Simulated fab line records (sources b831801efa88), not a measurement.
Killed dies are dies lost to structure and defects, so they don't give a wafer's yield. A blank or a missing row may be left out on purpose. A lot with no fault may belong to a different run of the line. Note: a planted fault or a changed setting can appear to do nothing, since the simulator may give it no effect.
fab line records	flow sky130
record: lots: 6	wafers: 16	lastDay: 49
route steps=708 shown SONOS_TUNNEL@166 SONOS_ONO@168 PAD_OPEN@708
lots that met no fault: from a run of the same line without faults
startH: start of the lot's first displayed wafer, in hours after the record's first day	waitH: hours elapsed since this lot's preceding step	" repeats the value in the row above	L1.1+2: several wafers, shown together as one row	- no value, or no start given	* or withheld: withheld	< > ~ a bound
route shown NAME@n: names a module that has steps shown in the file, with the first one's number in the route	usual: mean/standard deviation of fault-free wafers	same: alike in all rows	chamber/n: place in a boat	sites: the reading at each site	_std_site: the standard deviation of these	_edge_site: mean of outer sites minus mean of inner sites	radiusMm: for every site, how far away it sits from the centre of the wafer	mask NAME#n: copy n	behind: the tool/chamber that last shaped the wafer	hold: reason for holding the lot/hours on hold/outcome of the hold	device: transistor that didn't switch, given as n, p or np	end of line: at the end of the route, the tests of the same wafers	for a step that has no rows: nothing shown but its recipe	killed: not the wafer's yield, but the dies lost to structure and defects at the first sort	map: the dies of a wafer, with x for killed, . for not killed, _ for no die there
set.NAME: the setting that was run; set.NAME@STEP: the one run at that earlier step	model.NAME: the simulator's own value behind a step, which no gauge read
lots at some steps of the route; a table a step, a row a wafer
services: from which hour (startH, from the record's first day; less than 0 if before it) a tool's chamber was out of use, for how many hours, and why
== steps ==
step: SKY_SONOS_TUNNEL_TW_MEAS_12
usual: SONOS_TUNNEL_TW: 195.9/2.4
lot.wafer	tool	chamber	startH	waitH	SONOS_TUNNEL_TW
L926.3	filmMetro-02	-	270.76	0.0	197.4
L926.5	"	-	"	"	196.4
L926.6	"	-	"	"	196.7
L925.2	filmMetro-01	-	272.28	0.0	192.5
L925.3	"	-	"	"	192.3
L925.6	"	-	"	"	192.0
L935.2	filmMetro-04	-	341.32	0.0	199.3
L935.5	"	-	"	"	199.4
L935.6	"	-	"	"	198.2
L937.1	filmMetro-04	-	359.34	0.0	198.7
L937.2	"	-	"	"	198.4
L937.5	"	-	"	"	198.1
L941.2	filmMetro-01	-	388.19	0.0	193.2
L941.5	"	-	"	"	193.8
L944.2	filmMetro-04	-	403.10	0.0	197.8
L944.5	"	-	"	"	197.1
step: SKY_SONOS_TUNNEL_CLEAN_13
recipe: chemistry: dHF	timeS: 20	dilution: 100:1	dry: ipaMarangoni
step: SKY_SONOS_ONO_OXIDATION_00
recipe: tempC: 800	ambient: O2	idleTempC: 700	rampUpCPerMin: 10	rampDownCPerMin: 3	stabiliseS: 600	purgeS: 300	targetThkA: 26	oxTimeS: 1249
step: SKY_SONOS_ONO_THK_MEAS_01
recipe: reads: SiO2_of_SONOS_ONO_OXIDATION_00
usual: SONOS_ONO_OXIDATION_THK: 2.60/0.054
lot.wafer	tool	chamber	startH	waitH	SONOS_ONO_OXIDATION_THK[nm]
L926.3	filmMetro-03	-	273.00	0.0	2.66
L926.5	"	-	"	"	2.65
L926.6	"	-	"	"	2.61
L925.2	filmMetro-03	-	275.03	0.0	2.54
L925.3	"	-	"	"	2.56
L925.6	"	-	"	"	2.58
L935.2	filmMetro-02	-	355.17	0.0	2.57
L935.5	"	-	"	"	2.62
L935.6	"	-	"	"	2.65
L937.1	filmMetro-03	-	363.80	0.0	2.52
L937.2	"	-	"	"	2.55
L937.5	"	-	"	"	2.62
L941.2	filmMetro-02	-	389.61	0.0	2.56
L941.5	"	-	"	"	2.48
L944.2	filmMetro-02	-	404.52	0.0	2.58
L944.5	"	-	"	"	2.56
step: SKY_SONOS_ONO_CVD_02
recipe: material: Si3N4	precursor: DCS/NH3	targetThkNm: 10.5	tempC: 770	timeS: 180	pressureMtorr: 250
step: SKY_SONOS_ONO_THK_MEAS_03
recipe: reads: Si3N4_of_SONOS_ONO_CVD_02
usual: SONOS_ONO_CVD_02_THK: 10.46/0.16
lot.wafer	tool	chamber	startH	waitH	SONOS_ONO_CVD_02_THK[nm]
L926.3	filmMetro-01	-	274.69	0.0	10.70
L926.5	"	-	"	"	10.65
L926.6	"	-	"	"	10.59
L925.2	filmMetro-02	-	276.14	0.0	10.31
L925.3	"	-	"	"	10.45
L925.6	"	-	"	"	10.42
L937.1	filmMetro-03	-	384.31	0.0	10.65
L937.2	"	-	"	"	10.74
L937.5	"	-	"	"	10.68
L935.2	filmMetro-02	-	384.32	0.0	10.56
L935.5	"	-	"	"	10.77
L935.6	"	-	"	"	10.68
L941.2	filmMetro-01	-	396.68	0.0	10.53
L941.5	"	-	"	"	10.54
L944.2	filmMetro-03	-	407.86	0.0	10.18
L944.5	"	-	"	"	10.14
step: SKY_SONOS_ONO_CVD_04
recipe: material: SiO2	precursor: SiH4/N2O	targetThkNm: 5.7199	tempC: 900	pressureMtorr: 400
step: SKY_SONOS_ONO_THK_MEAS_05
recipe: reads: SiO2_of_SONOS_ONO_CVD_04
usual: SONOS_ONO_CVD_04_THK: 5.79/0.1
lot.wafer	tool	chamber	startH	waitH	SONOS_ONO_CVD_04_THK[nm]
L926.3	filmMetro-01	-	276.00	0.0	5.66
L926.5	"	-	"	"	5.66
L926.6	"	-	"	"	5.77
L925.2	filmMetro-01	-	277.45	0.0	5.76
L925.3	"	-	"	"	5.79
L925.6	"	-	"	"	5.82
L935.2	filmMetro-03	-	385.63	0.0	5.82
L935.5	"	-	"	"	5.92
L935.6	"	-	"	"	5.83
L937.1	filmMetro-02	-	385.64	0.0	5.82
L937.2	"	-	"	"	5.76
L937.5	"	-	"	"	5.80
L941.2	filmMetro-03	-	397.99	0.0	5.69
L941.5	"	-	"	"	5.76
L944.2	filmMetro-01	-	409.17	0.0	5.65
L944.5	"	-	"	"	5.61
step: SKY_SONOS_ONO_DEHYDRATE_06
recipe: tempC: 200	timeS: 60
step: SKY_SONOS_ONO_HMDS_07
recipe: primeTimeS: 60	primeTempC: 120
step: SKY_SONOS_ONO_COAT_08
recipe: resist: NOVOLAK	spinRpm: 3000	resistThkNm: 1140
step: SKY_SONOS_ONO_SOFTBAKE_09
recipe: tempC: 90	timeS: 60	resist: NOVOLAK
step: SKY_SONOS_ONO_EXPOSE_10
recipe: maskId: ONOM	targetCdNm: 410	na: 0.6	sourceShape: conventional	sigmaOuter: 0.6	doseMj: 150
usual: focusOffsetNm: 0.0/0.51
lot.wafer	tool	chamber	startH	waitH	mask	focusOffsetNm
L926.3	ilineStepper-01	0	288.33	-	ONOM#0	0.4
L926.5	"	0	"	"	ONOM#0	-0.6
L926.6	"	0	"	"	ONOM#0	0.1
L925.2	ilineStepper-02	0	289.75	-	ONOM#0	-0.6
L925.3	"	0	"	"	ONOM#0	-0.7
L925.6	"	0	"	"	ONOM#0	-0.9
L935.2	ilineStepper-02	0	399.33	-	ONOM#0	-0.3
L935.5	"	0	"	"	ONOM#0	0.8
L935.6	"	0	"	"	ONOM#0	0.1
L937.1	ilineStepper-01	0	399.72	-	ONOM#0	0.4
L937.2	"	0	"	"	ONOM#0	-0.4
L937.5	"	0	"	"	ONOM#0	0.0
L941.2	ilineStepper-02	0	413.27	-	ONOM#0	-0.4
L941.5	"	0	"	"	ONOM#0	0.5
L944.2	ilineStepper-02	0	424.05	-	ONOM#0	0.2
L944.5	"	0	"	"	ONOM#0	0.0
step: SKY_SONOS_ONO_PEB_11
recipe: tempC: withheld	timeS: *	resist: NOVOLAK
step: SKY_SONOS_ONO_DEVELOP_12
recipe: developTimeS: 60	devTempC: 23
step: SKY_SONOS_ONO_CD_MEAS_13
recipe: targetCdNm: 410
usual: cdNm: 409.6/2.2
lot.wafer	tool	chamber	startH	waitH	hold	cdNm
L926.3	cdSem-02	-	300.08	0.1	-	405.9
L926.5	"	-	"	"	-	405.9
L926.6	"	-	"	"	-	403.7
L925.2	cdSem-02	-	301.47	0.1	-	410.8
L925.3	"	-	"	"	-	409.8
L925.6	"	-	"	"	-	412.4
L935.2	cdSem-01	-	414.67	0.1	-	409.4
L935.5	"	-	"	"	-	408.6
L935.6	"	-	"	"	-	411.8
L937.1	cdSem-01	-	414.89	0.1	-	411.7
L937.2	"	-	"	"	-	412.2
L937.5	"	-	"	"	-	412.1
L941.2	cdSem-02	-	428.36	0.1	awaitDispo/0.2h/release	383.3
L941.5	"	-	"	"	awaitDispo/0.2h/release	407.2
L941.2	cdSem-02	-	428.65	0.3	-	383.4
L941.5	"	-	"	"	-	406.7
L944.2	cdSem-01	-	438.22	0.1	awaitDispo/0.2h/release	383.0
L944.5	"	-	"	"	awaitDispo/0.2h/release	408.8
L944.2	cdSem-01	-	438.51	0.3	-	382.8
L944.5	"	-	"	"	-	409.3
step: SKY_SONOS_ONO_OVL_MEAS_14
usual: SONOS_ONO_OVL: -0.9/1.5
lot.wafer	tool	chamber	startH	waitH	hold	SONOS_ONO_OVL[nm]
L926.3	overlay-01	-	300.17	0.1	-	0.0
L926.5	"	-	"	"	-	-0.5
L926.6	"	-	"	"	-	-1.2
L925.2	overlay-01	-	301.58	0.1	-	-2.0
L925.3	"	-	"	"	-	-2.5
L925.6	"	-	"	"	-	-1.3
L935.2	overlay-01	-	414.78	0.1	-	-3.0
L935.5	"	-	"	"	-	-0.8
L935.6	"	-	"	"	-	-3.1
L937.1	overlay-01	-	415.01	0.1	-	-0.1
L937.2	"	-	"	"	-	0.0
L937.5	"	-	"	"	-	-1.0
L941.2	overlay-01	-	438.60	9.9	awaitDispo/9.8h/release	-2.3
L941.5	"	-	"	"	awaitDispo/9.8h/release	-1.1
L944.2	overlay-02	-	447.40	8.9	awaitDispo/8.8h/release	0.6
L944.5	"	-	"	"	awaitDispo/8.8h/release	-1.0
step: SKY_SONOS_ONO_ETCH_15
recipe: targetDepthNm: 19.52	chemistry: CHF3/O2	sourceW: 600	biasW: 200	pressureMtorr: 40	chf3FlowSccm: 50	O2_flow_sccm: 5	timeS: 7.8
usual: drypumpMotorCurrentA: 5.7/0.38	oesProductAu: 0.995/0.013	throttleValvePct: 8.823/0.009
lot.wafer	tool	chamber	startH	waitH	drypumpMotorCurrentA	oesProductAu	rfHoursCounterH	throttleValvePct	model.SONOS_ONO.cdNm
L926.3	rieDiel-02	2	300.20	0.0	6.4	0.990	28	8.826	406
L926.5	"	3	"	"	5.1	0.991	-	8.834	405.7
L926.6	"	2	"	"	6.4	0.992	-	8.818	403.8
L925.2	rieDiel-04	3	301.61	0.0	5.8	1.013	116	8.825	411.2
L925.3	"	2	"	"	6.1	1.004	3	8.835	409.8
L925.6	"	1	"	"	5.1	0.996	-	8.822	412.4
L935.2	rieDiel-04	2	414.81	0.0	6.1	0.993	6	8.826	409.2
L935.5	"	1	"	"	5.2	1.010	-	8.835	408.3
L935.6	"	2	"	"	6.1	0.998	-	8.815	411.8
L937.1	rieDiel-03	1	415.05	0.0	5.5	1.010	8	8.830	411.4
L937.2	"	0	"	"	5.9	0.990	97	8.821	412.4
L937.5	"	0	"	"	5.9	0.990	-	8.820	411.9
L941.2	rieDiel-02	1	438.63	0.0	5.6	0.996	85	8.825	383.6
L941.5	"	1	"	"	5.6	0.988	-	8.821	407.4
L944.2	rieDiel-04	1	447.43	0.0	5.2	1.020	17	8.838	382.6
L944.5	"	3	"	"	5.7	1.017	-	8.826	409.3
step: SKY_SONOS_ONO_WET_ETCH_16
recipe: chemistry: dHF	targetDepthNm: 14	dry: n2Spin	target: SiO2	dilution: 100:1	tempC: 25	timeS: 280
step: SKY_PAD_OPEN_PROBE_99
usual: killed_at_M0_to_M3: 42/7.3	killed_at_M4_up: 3.4/2	killedAtContacts: 24/5.8	killedAtFrontEnd: 15/4.6	killedAtOther: 0.3/0.62	killedDies: 84/9.8	killedOnRim: 16/3.8	killedOpen: 47/6.9	killedShort: 38/6.3
same: grossDies: 492	killedAtBackSide: 0
lot.wafer	tool	chamber	startH	waitH	killed_at_M0_to_M3	killed_at_M4_up	killedAtContacts	killedAtFrontEnd	killedAtOther	killedDies	killedOnRim	killedOpen	killedShort
L925.2	prober-02	-	1098.96	0.1	59	4	17	8	0	88	18	48	40
L925.3	prober-02	-	1099.01	0.2	41	6	22	9	0	78	14	43	35
L925.6	prober-02	-	1099.16	0.2	33	2	17	15	0	67	17	39	28
L926.3	prober-01	-	1102.36	0.2	37	4	17	17	0	75	9	34	41
L926.5	prober-01	-	1102.46	0.2	34	3	17	19	0	73	14	39	34
L926.6	prober-01	-	1102.51	0.2	46	3	19	21	0	89	16	51	38
L935.2	prober-01	-	1170.42	0.1	43	2	26	17	0	88	14	50	38
L935.5	prober-01	-	1170.57	0.2	38	3	30	21	1	93	16	50	43
L935.6	prober-01	-	1170.62	0.2	51	3	21	22	1	98	17	56	42
L937.1	prober-02	-	1171.20	0.1	55	1	18	8	0	82	18	40	42
L937.2	prober-02	-	1171.25	0.1	47	4	26	11	0	88	18	40	48
L937.5	prober-02	-	1171.40	0.2	49	4	30	3	0	86	19	46	40
L941.2	prober-01	-	1177.12	0.1	36	4	21	20	0	81	13	47	34
L941.5	prober-01	-	1177.27	0.2	40	5	19	16	0	80	12	46	34
L944.2	prober-02	-	1183.28	0.1	38	7	24	13	0	82	12	42	40
killed by level:class
L925.2 VIA1:geometricParticle:open=17 METAL2:geometricParticle:short=8 VIA2:geometricParticle:open=7 CONTACT:geometricParticle:open=6 VIA1:geometricParticle:short=6 VIA3:geometricParticle:open=6 FIELD_ISO:geometricParticle:open=5 LI_CONTACT:geometricParticle:open=5
L925.3 CONTACT:geometricParticle:open=10 VIA1:geometricParticle:open=9 VIA2:geometricParticle:open=8 METAL2:geometricParticle:short=7 LI_CONTACT:geometricParticle:open=4 LOCAL_INTERCONNECT:geometricParticle:short=4 METAL4:geometricParticle:short=4 VIA2:geometricParticle:short=4
L925.6 VIA1:geometricParticle:open=10 FIELD_ISO:geometricParticle:short=5 CONTACT:geometricParticle:short=5 VIA2:geometricParticle:open=5 FIELD_ISO:geometricParticle:open=4 POLY_GATE:geometricParticle:open=4 LI_CONTACT:geometricParticle:open=4 METAL2:geometricParticle:short=4
L926.3 METAL1:geometricParticle:short=9 VIA1:geometricParticle:open=8 POLY_GATE:geometricParticle:short=6 CONTACT:geometricParticle:open=6 METAL2:geometricParticle:short=6 LI_CONTACT:geometricParticle:open=5 POLY_CUT:geometricParticle:short=4 POLY_GATE:geometricParticle:open=3
L926.5 CONTACT:geometricParticle:open=7 POLY_GATE:geometricParticle:short=6 METAL1:geometricParticle:short=5 FIELD_ISO:geometricParticle:open=4 VIA2:geometricParticle:open=4 VIA1:geometricParticle:open=4 METAL3:geometricParticle:short=4 POLY_GATE:geometricParticle:open=3
L926.6 VIA1:geometricParticle:open=13 CONTACT:geometricParticle:open=7 METAL1:geometricParticle:short=7 POLY_GATE:geometricParticle:short=6 VIA3:geometricParticle:open=6 METAL2:geometricParticle:short=5 POLY_GATE:geometricParticle:open=5 VIA2:geometricParticle:open=5
L935.2 LI_CONTACT:geometricParticle:open=9 CONTACT:geometricParticle:open=8 VIA1:geometricParticle:open=8 VIA1:geometricParticle:short=8 VIA2:geometricParticle:open=8 FIELD_ISO:geometricParticle:short=6 VIA3:geometricParticle:open=5 FIELD_ISO:geometricParticle:open=4
L935.5 POLY_GATE:geometricParticle:short=8 VIA1:geometricParticle:open=8 POLY_GATE:geometricParticle:open=7 LI_CONTACT:geometricParticle:open=7 CONTACT:geometricParticle:short=7 CONTACT:geometricParticle:open=6 VIA1:geometricParticle:short=5 VIA2:geometricParticle:short=5
L935.6 VIA1:geometricParticle:open=12 VIA3:geometricParticle:open=11 POLY_GATE:geometricParticle:short=10 CONTACT:geometricParticle:open=8 METAL2:geometricParticle:short=7 VIA1:geometricParticle:short=5 FIELD_ISO:geometricParticle:open=4 LI_CONTACT:geometricParticle:open=4
L937.1 VIA1:geometricParticle:open=11 VIA3:geometricParticle:open=10 CONTACT:geometricParticle:open=9 METAL2:geometricParticle:short=7 VIA2:geometricParticle:short=7 METAL1:geometricParticle:short=5 VIA2:geometricParticle:open=5 VIA1:geometricParticle:short=5
L937.2 CONTACT:geometricParticle:short=8 METAL2:geometricParticle:short=6 VIA1:geometricParticle:short=6 VIA1:geometricParticle:open=6 VIA3:geometricParticle:open=6 LI_CONTACT:geometricParticle:open=5 CONTACT:geometricParticle:open=5 METAL1:geometricParticle:short=5
L937.5 VIA1:geometricParticle:open=12 CONTACT:geometricParticle:open=11 VIA2:geometricParticle:open=10 LOCAL_INTERCONNECT:geometricParticle:short=7 LI_CONTACT:geometricParticle:open=6 VIA3:geometricParticle:short=6 VIA1:geometricParticle:short=5 METAL1:geometricParticle:short=4
L941.2 VIA1:geometricParticle:open=10 CONTACT:geometricParticle:open=8 FIELD_ISO:geometricParticle:open=4 FIELD_ISO:geometricParticle:short=4 LI_CONTACT:geometricParticle:open=4 VIA2:geometricParticle:open=4 VIA1:geometricParticle:short=4 METAL2:geometricParticle:short=4
L941.5 CONTACT:geometricParticle:open=11 VIA1:geometricParticle:open=11 FIELD_ISO:geometricParticle:short=5 METAL1:geometricParticle:short=5 VIA2:geometricParticle:open=5 CONTACT:geometricParticle:short=4 METAL4:geometricParticle:short=4 POLY_GATE:geometricParticle:open=3
L944.2 METAL2:geometricParticle:short=9 VIA2:geometricParticle:open=7 CONTACT:geometricParticle:open=6 CONTACT:geometricParticle:short=6 LI_CONTACT:geometricParticle:open=5 METAL1:geometricParticle:short=5 VIA1:geometricParticle:open=5 VIA3:geometricParticle:open=5
== services ==
tool	chamber	startH	hours	kind
rieDiel-04	3	277.15	4.5	repair
rieDiel-02	2	303.16	4.2	repair
rieDiel-02	-	304.19	2.8	pm
ilineStepper-02	-	320.51	1.8	repair
rieDiel-02	1	337.94	8.3	repair
rieDiel-04	3	339.07	5.9	repair
rieDiel-04	1	346.15	11.2	repair
ilineStepper-02	-	346.75	1.7	pm
ilineStepper-01	-	348.48	1.7	pm
rieDiel-04	0	357.35	-	clean
rieDiel-04	0	357.35	21.6	scheduledDown
rieDiel-04	0	357.35	21.6	ventCycle
ilineStepper-01	-	376.93	12.0	repair
rieDiel-04	3	378.91	-	clean
rieDiel-04	3	378.91	31.9	scheduledDown
rieDiel-04	3	378.91	31.9	ventCycle
rieDiel-03	1	380.02	5.5	repair
ilineStepper-02	-	408.16	4.4	pm
rieDiel-03	3	409.50	10.0	repair
rieDiel-03	3	419.50	-	clean
rieDiel-03	3	419.50	23.0	scheduledDown
rieDiel-03	3	419.50	23.0	ventCycle
rieDiel-02	3	440.67	9.4	repair
== key ==
firstSign: step: SKY_SONOS_ONO_CD_MEAS_13	reading: visit	direction: added
effect: step: SKY_SONOS_ONO_CD_MEAS_13	reading: cdNm	direction: down	sigmas: 12	usual: 409.6	struck: 383.1
modelEffect: step: SKY_SONOS_ONO_ETCH_15	value: SONOS_ONO.cdNm	without: 409	struck: 383.1
metAt SKY_SONOS_ONO_EXPOSE_10
struckWafers L941.2,L944.2
testerLeftOut L941,L944
onsetBetween 399.33 413.27
fault: kind: processParameterDrift	tool: ilineStepper-02	chamber: -	onsetH: 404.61	steps: SKY_SONOS_ONO_EXPOSE_10	channel: focusNm	offset: 448.13	shape: step	endH: 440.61	scope: struckWafersOnly
testerLeftOut: of these lots the tester's yield and bins aren't shown, on N5 and GAA mostly nor the transistor test; their killed dies are dies lost to structure and defects alone, not to doping, threshold or leakage, so they don't give the yield
